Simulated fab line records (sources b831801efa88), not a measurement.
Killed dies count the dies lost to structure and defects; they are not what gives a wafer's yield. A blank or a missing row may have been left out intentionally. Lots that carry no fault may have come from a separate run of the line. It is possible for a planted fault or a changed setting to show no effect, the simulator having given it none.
fab line records / flow gf180mcu / part 2 of 2: steps 27 to 35 of 35
record: lots: 5 wafers: 15 lastDay: 32
route steps=602 shown PSD@257 NSD@262 SAB@264 SALICIDE@278 CONTACT@287
lots untouched by any fault: they come from a run of this same line in which no faults occurred
startH: hours from the record's first day to the start of the lot's first wafer shown / waitH: how many hours have passed since the lot's step before this one / " same as the row above / L1.1+2: several wafers, shown together as one row / - no value present, or no start provided / * or withheld: withheld / < > ~ a bound
route shown NAME@n: NAME is a module with steps in the file, n the number in the route of the first one / usual: average and standard deviation across the fault-free wafers / same: alike in all rows / chamber/n: place in a boat / sites: readings site by site / _std_site: their standard deviation / _edge_site: outer sites' mean less inner sites' / radiusMm: for every site, how far away it sits from the centre of the wafer / mask NAME#n: copy n / behind: the tool/chamber that last shaped the wafer / hold: cause of the lot's hold/its duration in hours/its outcome / device: the transistor (n, p or np) that didn't switch / end of line: the tests these same wafers got at the end of their route / a step without rows: its recipe alone / killed: the dies lost at the first sort to structure and to defects; this is not the yield of the wafer / map: a wafer's dies, marking killed ones x, the rest . and places with no die _
set.NAME: the setting that was run; set.NAME@STEP: the one run at that earlier step / model.NAME: the simulator's own value behind a step, which no gauge read
lots at some steps of the route; a table a step, a row a wafer
services: when a tool's chamber went out of use (startH, in hours from the record's first day, below 0 if earlier), for how many hours, and the reason
== steps ==
step: GF_SALICIDE_THK_MEAS_05
recipe: thkMeasGauge: xrf reads: TiN_of_SALICIDE_SPUTTER_03
usual: SALICIDE_TIN_THK: 20.27/0.29
lot.wafer=L076.1 tool=filmMetro-02 chamber=- startH=356.71 waitH=0.1 SALICIDE_TIN_THK[nm]=20.28
lot.wafer=L076.3 tool=filmMetro-02 chamber=- startH=356.71 waitH=0.1 SALICIDE_TIN_THK[nm]=20.20
lot.wafer=L076.4 tool=filmMetro-02 chamber=- startH=356.71 waitH=0.1 SALICIDE_TIN_THK[nm]=20.45
lot.wafer=L077.1 tool=filmMetro-04 chamber=- startH=364.08 waitH=0.1 SALICIDE_TIN_THK[nm]=20.19
lot.wafer=L077.4 tool=filmMetro-04 chamber=- startH=364.08 waitH=0.1 SALICIDE_TIN_THK[nm]=20.37
lot.wafer=L077.5 tool=filmMetro-04 chamber=- startH=364.08 waitH=0.1 SALICIDE_TIN_THK[nm]=20.33
lot.wafer=L079.1 tool=filmMetro-02 chamber=- startH=381.47 waitH=0.1 SALICIDE_TIN_THK[nm]=20.74
lot.wafer=L079.3 tool=filmMetro-02 chamber=- startH=381.47 waitH=0.1 SALICIDE_TIN_THK[nm]=20.46
lot.wafer=L079.4 tool=filmMetro-02 chamber=- startH=381.47 waitH=0.1 SALICIDE_TIN_THK[nm]=20.92
lot.wafer=L080.3 tool=filmMetro-02 chamber=- startH=390.99 waitH=0.1 SALICIDE_TIN_THK[nm]=20.47
lot.wafer=L080.4 tool=filmMetro-02 chamber=- startH=390.99 waitH=0.1 SALICIDE_TIN_THK[nm]=19.94
lot.wafer=L080.5 tool=filmMetro-02 chamber=- startH=390.99 waitH=0.1 SALICIDE_TIN_THK[nm]=20.12
lot.wafer=L087.1 tool=filmMetro-01 chamber=- startH=455.66 waitH=0.1 SALICIDE_TIN_THK[nm]=20.17
lot.wafer=L087.2 tool=filmMetro-01 chamber=- startH=455.66 waitH=0.1 SALICIDE_TIN_THK[nm]=20.41
lot.wafer=L087.6 tool=filmMetro-01 chamber=- startH=455.66 waitH=0.1 SALICIDE_TIN_THK[nm]=20.39
step: GF_SALICIDE_RTA_06
recipe: tempC: 530 timeS: 30 ambient: N2
usual: chamberO2Ppm: 2.000/0.02 lampPowerPct: 5.662/0.0067 wafer_temp_C_max: 533.3/1.1
lot.wafer=L076.1 tool=rtpAnneal-02 chamber=0 startH=356.77 waitH=0.1 chamberO2Ppm=2.000 lampPowerPct=5.673 wafer_temp_C_max=534.9
lot.wafer=L076.3 tool=rtpAnneal-02 chamber=0 startH=356.77 waitH=0.1 chamberO2Ppm=1.997 lampPowerPct=5.668 wafer_temp_C_max=533.9
lot.wafer=L076.4 tool=rtpAnneal-02 chamber=0 startH=356.77 waitH=0.1 chamberO2Ppm=1.967 lampPowerPct=5.666 wafer_temp_C_max=533.8
lot.wafer=L077.1 tool=rtpAnneal-01 chamber=0 startH=364.14 waitH=0.1 chamberO2Ppm=1.978 lampPowerPct=5.653 wafer_temp_C_max=532.2
lot.wafer=L077.4 tool=rtpAnneal-01 chamber=0 startH=364.14 waitH=0.1 chamberO2Ppm=1.992 lampPowerPct=5.655 wafer_temp_C_max=531.3
lot.wafer=L077.5 tool=rtpAnneal-01 chamber=0 startH=364.14 waitH=0.1 chamberO2Ppm=2.005 lampPowerPct=5.655 wafer_temp_C_max=532.3
lot.wafer=L079.1 tool=rtpAnneal-01 chamber=0 startH=381.53 waitH=0.1 chamberO2Ppm=2.014 lampPowerPct=5.661 wafer_temp_C_max=532.6
lot.wafer=L079.3 tool=rtpAnneal-01 chamber=0 startH=381.53 waitH=0.1 chamberO2Ppm=1.992 lampPowerPct=5.660 wafer_temp_C_max=532.8
lot.wafer=L079.4 tool=rtpAnneal-01 chamber=0 startH=381.53 waitH=0.1 chamberO2Ppm=1.998 lampPowerPct=5.663 wafer_temp_C_max=532.6
lot.wafer=L080.3 tool=rtpAnneal-01 chamber=0 startH=391.07 waitH=0.1 chamberO2Ppm=1.993 lampPowerPct=5.658 wafer_temp_C_max=532.4
lot.wafer=L080.4 tool=rtpAnneal-01 chamber=0 startH=391.07 waitH=0.1 chamberO2Ppm=2.011 lampPowerPct=5.654 wafer_temp_C_max=532.5
lot.wafer=L080.5 tool=rtpAnneal-01 chamber=0 startH=391.07 waitH=0.1 chamberO2Ppm=1.973 lampPowerPct=5.650 wafer_temp_C_max=532.9
lot.wafer=L087.1 tool=rtpAnneal-02 chamber=0 startH=455.72 waitH=0.1 chamberO2Ppm=2.005 lampPowerPct=5.669 wafer_temp_C_max=534.8
lot.wafer=L087.2 tool=rtpAnneal-02 chamber=0 startH=455.72 waitH=0.1 chamberO2Ppm=2.010 lampPowerPct=5.669 wafer_temp_C_max=536.0
lot.wafer=L087.6 tool=rtpAnneal-02 chamber=0 startH=455.72 waitH=0.1 chamberO2Ppm=2.046 lampPowerPct=5.659 wafer_temp_C_max=534.0
step: GF_SALICIDE_WET_ETCH_07
recipe: chemistry: SPM targetDepthNm: 120 dry: n2Spin
lot.wafer=L076.1+3+4 tool=wetBench-02 chamber=3 startH=356.87 waitH=0.1
lot.wafer=L077.1+4+5 tool=wetBench-02 chamber=3 startH=364.24 waitH=0.1
lot.wafer=L079.1+3+4 tool=wetBench-02 chamber=2 startH=381.63 waitH=0.1
lot.wafer=L080.3+4+5 tool=wetBench-02 chamber=3 startH=391.13 waitH=0.1
lot.wafer=L087.1+2+6 tool=wetBench-03 chamber=0 startH=455.82 waitH=0.1
step: GF_SALICIDE_RTA_08
recipe: tempC: 800 timeS: 30 ambient: N2
usual: chamberO2Ppm: 2.000/0.022 lampPowerPct: 15.719/0.017 wafer_temp_C_max: 804.6/1.5
lot.wafer=L076.1 tool=rtpAnneal-01 chamber=0 startH=356.96 waitH=0.0 chamberO2Ppm=1.991 lampPowerPct=15.714 wafer_temp_C_max=802.7
lot.wafer=L076.3 tool=rtpAnneal-01 chamber=0 startH=356.96 waitH=0.0 chamberO2Ppm=1.998 lampPowerPct=15.718 wafer_temp_C_max=802.5
lot.wafer=L076.4 tool=rtpAnneal-01 chamber=0 startH=356.96 waitH=0.0 chamberO2Ppm=1.997 lampPowerPct=15.713 wafer_temp_C_max=804.4
lot.wafer=L077.1 tool=rtpAnneal-02 chamber=0 startH=364.33 waitH=0.0 chamberO2Ppm=2.017 lampPowerPct=15.735 wafer_temp_C_max=807.5
lot.wafer=L077.4 tool=rtpAnneal-02 chamber=0 startH=364.33 waitH=0.0 chamberO2Ppm=1.990 lampPowerPct=15.712 wafer_temp_C_max=804.9
lot.wafer=L077.5 tool=rtpAnneal-02 chamber=0 startH=364.33 waitH=0.0 chamberO2Ppm=2.008 lampPowerPct=15.718 wafer_temp_C_max=804.7
lot.wafer=L079.1 tool=rtpAnneal-02 chamber=0 startH=381.73 waitH=0.0 chamberO2Ppm=1.954 lampPowerPct=15.722 wafer_temp_C_max=805.1
lot.wafer=L079.3 tool=rtpAnneal-02 chamber=0 startH=381.73 waitH=0.0 chamberO2Ppm=1.972 lampPowerPct=15.729 wafer_temp_C_max=806.1
lot.wafer=L079.4 tool=rtpAnneal-02 chamber=0 startH=381.73 waitH=0.0 chamberO2Ppm=1.980 lampPowerPct=15.738 wafer_temp_C_max=807.9
lot.wafer=L080.3 tool=rtpAnneal-02 chamber=0 startH=391.26 waitH=0.0 chamberO2Ppm=1.996 lampPowerPct=15.722 wafer_temp_C_max=804.7
lot.wafer=L080.4 tool=rtpAnneal-02 chamber=0 startH=391.26 waitH=0.0 chamberO2Ppm=2.009 lampPowerPct=15.712 wafer_temp_C_max=805.6
lot.wafer=L080.5 tool=rtpAnneal-02 chamber=0 startH=391.26 waitH=0.0 chamberO2Ppm=2.005 lampPowerPct=15.733 wafer_temp_C_max=806.5
lot.wafer=L087.1 tool=rtpAnneal-01 chamber=0 startH=455.92 waitH=0.0 chamberO2Ppm=1.998 lampPowerPct=15.725 wafer_temp_C_max=802.9
lot.wafer=L087.2 tool=rtpAnneal-01 chamber=0 startH=455.92 waitH=0.0 chamberO2Ppm=2.001 lampPowerPct=15.707 wafer_temp_C_max=804.3
lot.wafer=L087.6 tool=rtpAnneal-01 chamber=0 startH=455.92 waitH=0.0 chamberO2Ppm=2.014 lampPowerPct=15.705 wafer_temp_C_max=802.4
step: GF_CONTACT_CVD_00
recipe: material: SiO2 targetThkNm: 300 sigmaOpenFrac: 0.3 tempC: 400 timeS: 50 sih4FlowSccm: 60 pressureMtorr: 6
usual: pressureMtorr: 6.001/0.012 susceptorTempC: 400.03/0.17
lot.wafer=L076.1 tool=hdpcvd-02 chamber=1 startH=357.06 waitH=0.1 pressureMtorr=6.020 susceptorTempC=400.02
lot.wafer=L076.3 tool=hdpcvd-02 chamber=2 startH=357.06 waitH=0.1 pressureMtorr=5.997 susceptorTempC=400.07
lot.wafer=L076.4 tool=hdpcvd-02 chamber=0 startH=357.06 waitH=0.1 pressureMtorr=6.004 susceptorTempC=400.39
lot.wafer=L077.1 tool=hdpcvd-01 chamber=1 startH=364.43 waitH=0.1 pressureMtorr=5.998 susceptorTempC=400.29
lot.wafer=L077.4 tool=hdpcvd-01 chamber=1 startH=364.43 waitH=0.1 pressureMtorr=6.008 susceptorTempC=400.17
lot.wafer=L077.5 tool=hdpcvd-01 chamber=2 startH=364.43 waitH=0.1 pressureMtorr=6.002 susceptorTempC=400.06
lot.wafer=L079.1 tool=hdpcvd-01 chamber=2 startH=381.83 waitH=0.1 pressureMtorr=6.001 susceptorTempC=399.88
lot.wafer=L079.3 tool=hdpcvd-01 chamber=1 startH=381.83 waitH=0.1 pressureMtorr=6.001 susceptorTempC=399.97
lot.wafer=L079.4 tool=hdpcvd-01 chamber=2 startH=381.83 waitH=0.1 pressureMtorr=6.014 susceptorTempC=399.83
lot.wafer=L080.3 tool=hdpcvd-01 chamber=1 startH=391.32 waitH=0.1 pressureMtorr=5.991 susceptorTempC=400.23
lot.wafer=L080.4 tool=hdpcvd-01 chamber=1 startH=391.32 waitH=0.1 pressureMtorr=6.009 susceptorTempC=400.07
lot.wafer=L080.5 tool=hdpcvd-01 chamber=2 startH=391.32 waitH=0.1 pressureMtorr=6.005 susceptorTempC=400.04
lot.wafer=L087.1 tool=hdpcvd-01 chamber=2 startH=456.02 waitH=0.1 pressureMtorr=5.995 susceptorTempC=399.87
lot.wafer=L087.2 tool=hdpcvd-01 chamber=1 startH=456.02 waitH=0.1 pressureMtorr=5.996 susceptorTempC=400.03
lot.wafer=L087.6 tool=hdpcvd-01 chamber=0 startH=456.02 waitH=0.1 pressureMtorr=6.007 susceptorTempC=400.14
step: GF_CONTACT_THK_MEAS_01
recipe: reads: SiO2_of_CONTACT_CVD_00
usual: CONTACT_CVD_00_THK: 299/4
lot.wafer=L076.1 tool=filmMetro-01 chamber=- startH=357.11 waitH=0.0 CONTACT_CVD_00_THK[nm]=301
lot.wafer=L076.3 tool=filmMetro-01 chamber=- startH=357.11 waitH=0.0 CONTACT_CVD_00_THK[nm]=296
lot.wafer=L076.4 tool=filmMetro-01 chamber=- startH=357.11 waitH=0.0 CONTACT_CVD_00_THK[nm]=293
lot.wafer=L077.1 tool=filmMetro-01 chamber=- startH=364.48 waitH=0.0 CONTACT_CVD_00_THK[nm]=291
lot.wafer=L077.4 tool=filmMetro-01 chamber=- startH=364.48 waitH=0.0 CONTACT_CVD_00_THK[nm]=292
lot.wafer=L077.5 tool=filmMetro-01 chamber=- startH=364.48 waitH=0.0 CONTACT_CVD_00_THK[nm]=303
lot.wafer=L079.1 tool=filmMetro-04 chamber=- startH=381.87 waitH=0.0 CONTACT_CVD_00_THK[nm]=301
lot.wafer=L079.3 tool=filmMetro-04 chamber=- startH=381.87 waitH=0.0 CONTACT_CVD_00_THK[nm]=296
lot.wafer=L079.4 tool=filmMetro-04 chamber=- startH=381.87 waitH=0.0 CONTACT_CVD_00_THK[nm]=302
lot.wafer=L080.3 tool=filmMetro-01 chamber=- startH=391.39 waitH=0.0 CONTACT_CVD_00_THK[nm]=294
lot.wafer=L080.4 tool=filmMetro-01 chamber=- startH=391.39 waitH=0.0 CONTACT_CVD_00_THK[nm]=293
lot.wafer=L080.5 tool=filmMetro-01 chamber=- startH=391.39 waitH=0.0 CONTACT_CVD_00_THK[nm]=302
lot.wafer=L087.1 tool=filmMetro-01 chamber=- startH=456.06 waitH=0.0 CONTACT_CVD_00_THK[nm]=299
lot.wafer=L087.2 tool=filmMetro-01 chamber=- startH=456.06 waitH=0.0 CONTACT_CVD_00_THK[nm]=292
lot.wafer=L087.6 tool=filmMetro-01 chamber=- startH=456.06 waitH=0.0 CONTACT_CVD_00_THK[nm]=303
step: GF_CONTACT_CVD_02
recipe: material: SiO2 targetThkNm: 860 precursor: TEOS tempC: 400 timeS: 95.992 rfW: 600
usual: heaterPowerW: 697/78 susceptorTempC: 400.00/0.24
lot.wafer=L076.1 tool=pecvd-03 chamber=1 startH=357.17 waitH=0.1 heaterPowerW=735 susceptorTempC=400.15
lot.wafer=L076.3 tool=pecvd-03 chamber=0 startH=357.17 waitH=0.1 heaterPowerW=608 susceptorTempC=399.74
lot.wafer=L076.4 tool=pecvd-03 chamber=0 startH=357.17 waitH=0.1 heaterPowerW=640 susceptorTempC=399.95
lot.wafer=L077.1 tool=pecvd-04 chamber=2 startH=364.54 waitH=0.1 heaterPowerW=887 susceptorTempC=400.42
lot.wafer=L077.4 tool=pecvd-04 chamber=1 startH=364.54 waitH=0.1 heaterPowerW=714 susceptorTempC=400.08
lot.wafer=L077.5 tool=pecvd-04 chamber=0 startH=364.54 waitH=0.1 heaterPowerW=758 susceptorTempC=399.81
lot.wafer=L079.1 tool=pecvd-01 chamber=1 startH=381.93 waitH=0.1 heaterPowerW=763 susceptorTempC=399.99
lot.wafer=L079.3 tool=pecvd-01 chamber=0 startH=381.93 waitH=0.1 heaterPowerW=634 susceptorTempC=400.04
lot.wafer=L079.4 tool=pecvd-01 chamber=1 startH=381.93 waitH=0.1 heaterPowerW=780 susceptorTempC=399.28
lot.wafer=L080.3 tool=pecvd-04 chamber=2 startH=391.43 waitH=0.0 heaterPowerW=907 susceptorTempC=400.15
lot.wafer=L080.4 tool=pecvd-04 chamber=2 startH=391.43 waitH=0.0 heaterPowerW=746 susceptorTempC=400.14
lot.wafer=L080.5 tool=pecvd-04 chamber=0 startH=391.43 waitH=0.0 heaterPowerW=757 susceptorTempC=399.92
lot.wafer=L087.1 tool=pecvd-01 chamber=1 startH=456.12 waitH=0.1 heaterPowerW=664 susceptorTempC=399.89
lot.wafer=L087.2 tool=pecvd-01 chamber=2 startH=456.12 waitH=0.1 heaterPowerW=680 susceptorTempC=400.50
lot.wafer=L087.6 tool=pecvd-01 chamber=1 startH=456.12 waitH=0.1 heaterPowerW=725 susceptorTempC=400.37
step: GF_CONTACT_THK_MEAS_03
recipe: reads: SiO2_of_CONTACT_CVD_02
usual: CONTACT_CVD_02_THK: 862/14
lot.wafer=L076.1 tool=filmMetro-01 chamber=- startH=357.24 waitH=0.0 CONTACT_CVD_02_THK[nm]=862
lot.wafer=L076.3 tool=filmMetro-01 chamber=- startH=357.24 waitH=0.0 CONTACT_CVD_02_THK[nm]=850
lot.wafer=L076.4 tool=filmMetro-01 chamber=- startH=357.24 waitH=0.0 CONTACT_CVD_02_THK[nm]=857
lot.wafer=L077.1 tool=filmMetro-04 chamber=- startH=364.61 waitH=0.0 CONTACT_CVD_02_THK[nm]=842
lot.wafer=L077.4 tool=filmMetro-04 chamber=- startH=364.61 waitH=0.0 CONTACT_CVD_02_THK[nm]=873
lot.wafer=L077.5 tool=filmMetro-04 chamber=- startH=364.61 waitH=0.0 CONTACT_CVD_02_THK[nm]=853
lot.wafer=L079.1 tool=filmMetro-03 chamber=- startH=382.04 waitH=0.1 CONTACT_CVD_02_THK[nm]=857
lot.wafer=L079.3 tool=filmMetro-03 chamber=- startH=382.04 waitH=0.1 CONTACT_CVD_02_THK[nm]=883
lot.wafer=L079.4 tool=filmMetro-03 chamber=- startH=382.04 waitH=0.1 CONTACT_CVD_02_THK[nm]=875
lot.wafer=L080.3 tool=filmMetro-03 chamber=- startH=391.52 waitH=0.1 CONTACT_CVD_02_THK[nm]=833
lot.wafer=L080.4 tool=filmMetro-03 chamber=- startH=391.52 waitH=0.1 CONTACT_CVD_02_THK[nm]=867
lot.wafer=L080.5 tool=filmMetro-03 chamber=- startH=391.52 waitH=0.1 CONTACT_CVD_02_THK[nm]=844
lot.wafer=L087.1 tool=filmMetro-03 chamber=- startH=456.19 waitH=0.0 CONTACT_CVD_02_THK[nm]=858
lot.wafer=L087.2 tool=filmMetro-03 chamber=- startH=456.19 waitH=0.0 CONTACT_CVD_02_THK[nm]=864
lot.wafer=L087.6 tool=filmMetro-03 chamber=- startH=456.19 waitH=0.0 CONTACT_CVD_02_THK[nm]=867
step: GF_CONTACT_CMP_04
recipe: material: SiO2 downForcePsi: 4 platenRpm: 60 padVelocityMS: 0.94248
usual: edgeZonePressureFrac: 1.001/0.0052 headPressurePsi: 4.001/0.0081 motorCurrentA: 12.6/1.3 timeToEndpointS: 113/7.4
lot.wafer=L076.1 tool=cmp-02 chamber=0 startH=357.30 waitH=0.1 edgeZonePressureFrac=1.007 headPressurePsi=4.012 motorCurrentA=12.5 timeToEndpointS=111
lot.wafer=L076.4 tool=cmp-02 chamber=2 startH=357.30 waitH=0.1 edgeZonePressureFrac=0.998 headPressurePsi=4.012 motorCurrentA=11.8 timeToEndpointS=113
lot.wafer=L076.3 tool=cmp-02 chamber=3 startH=357.30 waitH=0.1 edgeZonePressureFrac=0.998 headPressurePsi=4.006 motorCurrentA=15.1 timeToEndpointS=119
lot.wafer=L077.4 tool=cmp-02 chamber=1 startH=364.72 waitH=0.1 edgeZonePressureFrac=1.000 headPressurePsi=4.006 motorCurrentA=13.0 timeToEndpointS=120
lot.wafer=L077.1 tool=cmp-02 chamber=2 startH=364.72 waitH=0.1 edgeZonePressureFrac=0.994 headPressurePsi=3.996 motorCurrentA=12.2 timeToEndpointS=106
lot.wafer=L077.5 tool=cmp-02 chamber=1 startH=364.72 waitH=0.1 edgeZonePressureFrac=1.002 headPressurePsi=3.999 motorCurrentA=13.2 timeToEndpointS=109
lot.wafer=L079.4 tool=cmp-02 chamber=1 startH=382.10 waitH=0.0 edgeZonePressureFrac=1.000 headPressurePsi=4.004 motorCurrentA=13.0 timeToEndpointS=114
lot.wafer=L079.1 tool=cmp-02 chamber=3 startH=382.10 waitH=0.0 edgeZonePressureFrac=1.005 headPressurePsi=3.985 motorCurrentA=15.3 timeToEndpointS=116
lot.wafer=L079.3 tool=cmp-02 chamber=0 startH=382.10 waitH=0.0 edgeZonePressureFrac=1.001 headPressurePsi=4.005 motorCurrentA=12.4 timeToEndpointS=116
lot.wafer=L080.3 tool=cmp-01 chamber=2 startH=391.75 waitH=0.2 edgeZonePressureFrac=1.001 headPressurePsi=4.010 motorCurrentA=11.5 timeToEndpointS=100
lot.wafer=L080.4 tool=cmp-01 chamber=0 startH=391.75 waitH=0.2 edgeZonePressureFrac=1.009 headPressurePsi=4.004 motorCurrentA=11.7 timeToEndpointS=118
lot.wafer=L080.5 tool=cmp-01 chamber=3 startH=391.75 waitH=0.2 edgeZonePressureFrac=0.996 headPressurePsi=3.997 motorCurrentA=11.9 timeToEndpointS=109
lot.wafer=L087.2 tool=cmp-02 chamber=2 startH=456.25 waitH=0.0 edgeZonePressureFrac=0.999 headPressurePsi=4.000 motorCurrentA=11.8 timeToEndpointS=116
lot.wafer=L087.1 tool=cmp-02 chamber=3 startH=456.25 waitH=0.0 edgeZonePressureFrac=0.994 headPressurePsi=3.994 motorCurrentA=15.2 timeToEndpointS=120
lot.wafer=L087.6 tool=cmp-02 chamber=3 startH=456.25 waitH=0.0 edgeZonePressureFrac=0.996 headPressurePsi=3.998 motorCurrentA=14.9 timeToEndpointS=124
== services ==
tool=pecvd-01 chamber=- startH=312.24 hours=1.3 kind=repair
tool=hdpcvd-01 chamber=- startH=315.72 hours=1.2 kind=repair
tool=pvdSputter-03 chamber=- startH=317.63 hours=4.6 kind=repair
tool=pvdSputter-03 chamber=- startH=321.43 hours=2.0 kind=repair
tool=implanter-01 chamber=- startH=323.77 hours=3.4 kind=pm
tool=cmp-02 chamber=- startH=330.22 hours=0.5 kind=repair
tool=plasmaAsher-01 chamber=- startH=338.43 hours=3.3 kind=repair
tool=plasmaAsher-03 chamber=- startH=344.01 hours=4.4 kind=repair
tool=rieDiel-02 chamber=- startH=357.50 hours=4.7 kind=repair
tool=rieDiel-02 chamber=- startH=364.19 hours=2.9 kind=repair
tool=pecvd-04 chamber=- startH=368.88 hours=14.0 kind=pm
tool=cmp-02 chamber=- startH=370.22 hours=3.2 kind=repair
tool=pecvd-01 chamber=2 startH=378.72 hours=8.7 kind=repair
tool=pecvd-03 chamber=- startH=381.93 hours=14.6 kind=pm
tool=cmp-02 chamber=- startH=384.74 hours=1.3 kind=repair
tool=wetBench-04 chamber=- startH=385.51 hours=2.5 kind=repair
tool=cmp-02 chamber=- startH=389.56 hours=6.0 kind=pm
tool=pecvd-03 chamber=1 startH=396.92 hours=9.3 kind=repair
tool=ilineStepper-01 chamber=- startH=417.02 hours=2.1 kind=pm
tool=plasmaAsher-02 chamber=- startH=428.39 hours=2.3 kind=repair
tool=pecvd-01 chamber=0 startH=431.84 hours=6.0 kind=repair
tool=implanter-01 chamber=- startH=437.49 hours=100.8 kind=pm
tool=pecvd-03 chamber=- startH=437.69 hours=1.4 kind=repair
tool=hdpcvd-01 chamber=- startH=448.24 hours=3.4 kind=repair
